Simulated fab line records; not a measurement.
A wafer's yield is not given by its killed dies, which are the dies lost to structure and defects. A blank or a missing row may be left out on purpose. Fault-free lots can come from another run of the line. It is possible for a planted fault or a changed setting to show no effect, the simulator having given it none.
Which tool was responsible? ; flow gf180mcu ; 12 lots with 36 wafers sampled at 7 steps, on a route of 602 steps

WHAT THE GAUGES SHOWED, per wafer
GF_CONTACT_THK_MEAS_01. Usual: CONTACT_CVD_00_THK gives 299.6 nm (standard deviation 2.9).
lot;measured;on;CONTACT_CVD_00_THK (nm);flag
L225;day 15 12:58;filmMetro-03;302.9 303.1 299.6;
L226;day 15 20:38;filmMetro-03;302.7 298.7 299.9;
L227;day 16 06:50;filmMetro-01;297.2 299.5 299.9;
L228;day 16 17:02;filmMetro-04;299.7 297.7 302.7;
L230;day 17 05:14;filmMetro-01;298.3 301.8 300.6;
L237;day 19 21:21;filmMetro-01;297.8 303.7 303.8;
L238;day 20 06:23;filmMetro-01;300.4 298.0 299.3;
L241;day 21 12:56;filmMetro-01;294.0 298.9 300.8;
L242;day 21 14:56;filmMetro-04;299.8 301.9 302.4;
L245;day 22 16:07;filmMetro-04;301.7 302.1 296.5;
L246;day 22 22:37;filmMetro-03;297.6 294.0 300.3;
L247;day 23 05:17;filmMetro-01;301.1 297.9 302.9;

GF_CONTACT_RS_MEAS_25: the measuring method here is four-point-probe. Usual: CONTACT_W_RS gives 0.385 ohm/sq (standard deviation 0.0054).
lot;measured;on;CONTACT_W_RS (ohm/sq);flag
L225;day 16 12:41;filmMetro-04;0.380 0.380 0.390;
L226;day 16 20:52;filmMetro-04;0.377 0.379 0.384;
L227;day 17 06:29;filmMetro-04;0.392 0.394 0.384;
L228;day 17 17:22;filmMetro-01;0.384 0.589 0.380;OFF
L230;day 18 06:08;filmMetro-03;0.589 0.381 0.585;OFF
L237;day 20 23:32;filmMetro-03;0.377 0.388 0.374;
L238;day 21 07:30;filmMetro-01;0.387 0.383 0.375;
L241;day 22 13:18;filmMetro-04;0.375 0.372 0.385;
L242;day 22 15:47;filmMetro-04;0.376 0.382 0.374;
L245;day 23 16:10;filmMetro-03;0.383 0.392 0.381;
L246;day 23 22:50;filmMetro-04;0.389 0.392 0.392;
L247;day 24 05:25;filmMetro-03;0.376 0.387 0.380;

GF_CONTACT_THK_MEAS_26: measures by xrf. Usual: CONTACT_W_THK gives 304 nm (standard deviation 4.6).
lot;measured;on;CONTACT_W_THK (nm);flag
L225;day 16 12:47;filmMetro-04;310 309 302;
L226;day 16 20:59;filmMetro-04;312 311 307;
L227;day 17 06:36;filmMetro-04;298 300 305;
L228;day 17 17:28;filmMetro-01;301 196 305;OFF
L230;day 18 06:15;filmMetro-03;198 306 199;OFF
L237;day 20 23:39;filmMetro-03;307 302 310;
L238;day 21 07:37;filmMetro-01;299 304 311;
L241;day 22 13:25;filmMetro-04;312 315 306;
L242;day 22 15:53;filmMetro-04;310 305 314;
L245;day 23 16:17;filmMetro-03;303 295 304;
L246;day 24 01:53;filmMetro-04;303 301 300;
L247;day 24 05:31;filmMetro-03;315 305 309;

GF_M1_THK_MEAS_06: measures by xrf. Usual: M1_ALCU_THK gives 459 nm (standard deviation 8.7).
lot;measured;on;M1_ALCU_THK (nm);flag
L225;day 16 13:29;filmMetro-04;457 457 464;
L226;day 16 21:41;filmMetro-01;440 453 448;
L227;day 17 07:19;filmMetro-02;461 465 470;
L228;day 17 18:10;filmMetro-04;445 451 450;
L230;day 18 06:57;filmMetro-02;448 463 450;
L237;day 21 00:21;filmMetro-04;471 478 476;
L238;day 21 08:21;filmMetro-02;459 450 453;
L241;day 22 14:07;filmMetro-02;461 458 455;
L242;day 22 16:51;filmMetro-02;458 453 464;
L245;day 23 16:59;filmMetro-04;472 465 461;
L246;day 24 02:35;filmMetro-04;469 460 458;
L247;day 24 06:13;filmMetro-01;470 460 469;

EACH LOT AND THE TOOL THAT RAN IT (in order: tool; ch and the chambers of the sampled wafers; start)
lot;GF_CONTACT_CVD_02;GF_CONTACT_CVD_24;GF_CONTACT_CMP_27
L225;pecvd-01 ch 1,2, day 15 13:01;cvdW-02 ch 0,1, day 16 12:34;cmp-01 ch 2,3, day 16 12:53
L226;pecvd-02 ch 0,2, day 15 20:42;cvdW-02 ch 0, day 16 20:46;cmp-02 ch 0,1,3, day 16 21:06
L227;pecvd-02 ch 0,1,2, day 16 06:53;cvdW-02 ch 0,1, day 17 06:23;cmp-01 ch 0,2,3, day 17 06:43
L228;pecvd-04 ch 0,1,2, day 16 17:05;cvdW-02 ch 0,1, day 17 17:15;cmp-01 ch 1,2, day 17 17:30
L230;pecvd-02 ch 0,2, day 17 05:18;cvdW-02 ch 0,1, day 18 06:02;cmp-01 ch 1,3, day 18 06:19
L237;pecvd-02 ch 0,1,2, day 19 21:25;cvdW-02 ch 0,1, day 20 23:26;cmp-01 ch 0,2, day 20 23:46
L238;pecvd-02 ch 1,2, day 20 06:26;cvdW-02 ch 0,1, day 21 07:24;cmp-01 ch 0,1,2, day 21 07:44
L241;pecvd-02 ch 0,2, day 21 12:59;cvdW-02 ch 0,1, day 22 13:11;cmp-01 ch 0,2,3, day 22 13:28
L242;pecvd-01 ch 0,1,2, day 21 14:59;cvdW-02 ch 0,1, day 22 15:40;cmp-01 ch 0,1,3, day 22 16:13
L245;pecvd-04 ch 0,1,2, day 22 16:10;cvdW-02 ch 0,1, day 23 16:04;cmp-01 ch 0,2,3, day 23 16:23
L246;pecvd-04 ch 0,1,2, day 22 22:40;cvdW-02 ch 1, day 23 22:43;cmp-02 ch 0,2,3, day 24 01:56
L247;pecvd-02 ch 1,2, day 23 05:20;cvdW-02 ch 0,1, day 24 05:18;cmp-02 ch 2,3, day 24 05:36
- GF_CONTACT_CVD_02: deposits SiO2 from TEOS, target thk 860 nm, time 95.992 s.
- GF_CONTACT_CVD_24: deposits W, target thk 300 nm, time 90.339 s.
- GF_CONTACT_CMP_27: polishes, stops on SiO2, t overpolish 15 s, target thk 0 nm.

WHAT THE TOOLS THEMSELVES READ (means of the sampled wafers that have a number; where no wafer has one, the mark that the record gives instead)
GF_CONTACT_CVD_02. Usual: heaterPowerW 677 W, standard deviation 110; susceptorTempC 399.99 C, standard deviation 0.22.
lot;tool;heaterPowerW (W);susceptorTempC (C);flag
L225;pecvd-01;769;399.85;
L226;pecvd-02;617;400.15;
L227;pecvd-02;667;399.89;
L228;pecvd-04;747;399.84;
L230;pecvd-02;649;400.11;
L237;pecvd-02;689;400.16;
L238;pecvd-02;667;400.04;
L241;pecvd-02;625;399.87;
L242;pecvd-01;667;399.98;
L245;pecvd-04;767;400.01;
L246;pecvd-04;705;399.95;
L247;pecvd-02;689;399.89;

GF_CONTACT_CVD_24. Usual: heaterPowerW 927 W, standard deviation 100; susceptorTempC 399.99 C, standard deviation 0.22.
lot;tool;heaterPowerW (W);susceptorTempC (C);flag
L225;cvdW-02;882;399.59;
L226;cvdW-02;822;400.09;
L227;cvdW-02;938;400.18;
L228;cvdW-02;837;392.68;OFF
L230;cvdW-02;851;385.26;OFF
L237;cvdW-02;895;399.84;
L238;cvdW-02;906;399.92;
L241;cvdW-02;897;400.02;
L242;cvdW-02;898;400.15;
L245;cvdW-02;900;399.72;
L246;cvdW-02;1012;400.25;
L247;cvdW-02;900;400.07;

GF_CONTACT_CMP_27. Usual: edgeZonePressureFrac 1.000, standard deviation 0.0048; motorCurrentA 11.7 A, standard deviation 1.3; slurryFlowMlMin 150.0, standard deviation 0.5; timeToEndpointS 71 s, standard deviation 4.3.
lot;tool;edgeZonePressureFrac;motorCurrentA (A);slurryFlowMlMin;timeToEndpointS (s);flag
L225;cmp-01;1.001;12.3;150.3;67;
L226;cmp-02;1.001;11.5;150.2;75;
L227;cmp-01;1.000;11.7;149.9;70;
L228;cmp-01;1.002;11.8;150.5;63;
L230;cmp-01;1.003;13.0;150.4;51;OFF
L237;cmp-01;1.003;11.0;150.5;75;
L238;cmp-01;1.002;10.7;150.2;70;
L241;cmp-01;1.008;11.5;150.2;73;
L242;cmp-01;0.999;11.6;149.8;70;
L245;cmp-01;0.998;11.7;150.3;70;
L246;cmp-02;1.000;11.5;150.0;72;
L247;cmp-02;1.000;11.5;149.9;74;

THE ANSWER, worked out from the rows above alone
Rule: a lot counts as off when the mean over its wafers that have a number is more than 3 standard deviations away from the usual mean. A lot without any number at a reading at which 4 lots or more have one is off too. Any other lot the step has rows for is counted as sound. The gauges are gone through in route order, then the tools' own readings, and for those a lot's mean is taken as printed above. The first step at which some lot is off is used, and at that step the reading that is off furthest; a lot without a number counts as furthest.
Off: at GF_CONTACT_RS_MEAS_25 (CONTACT_W_RS), L228, L230.
A tool fits if, at a process step before that reading, it ran every lot that is off, and no sound lot after the first of them. Not tried: the gauges at GF_CONTACT_RS_MEAS_25; whatever is off there is also off at GF_CONTACT_CVD_24, on other tools, and gauge error can't account for it. Not one of the candidates tried fits.

WHAT THE SIMULATOR HAD PUT IN
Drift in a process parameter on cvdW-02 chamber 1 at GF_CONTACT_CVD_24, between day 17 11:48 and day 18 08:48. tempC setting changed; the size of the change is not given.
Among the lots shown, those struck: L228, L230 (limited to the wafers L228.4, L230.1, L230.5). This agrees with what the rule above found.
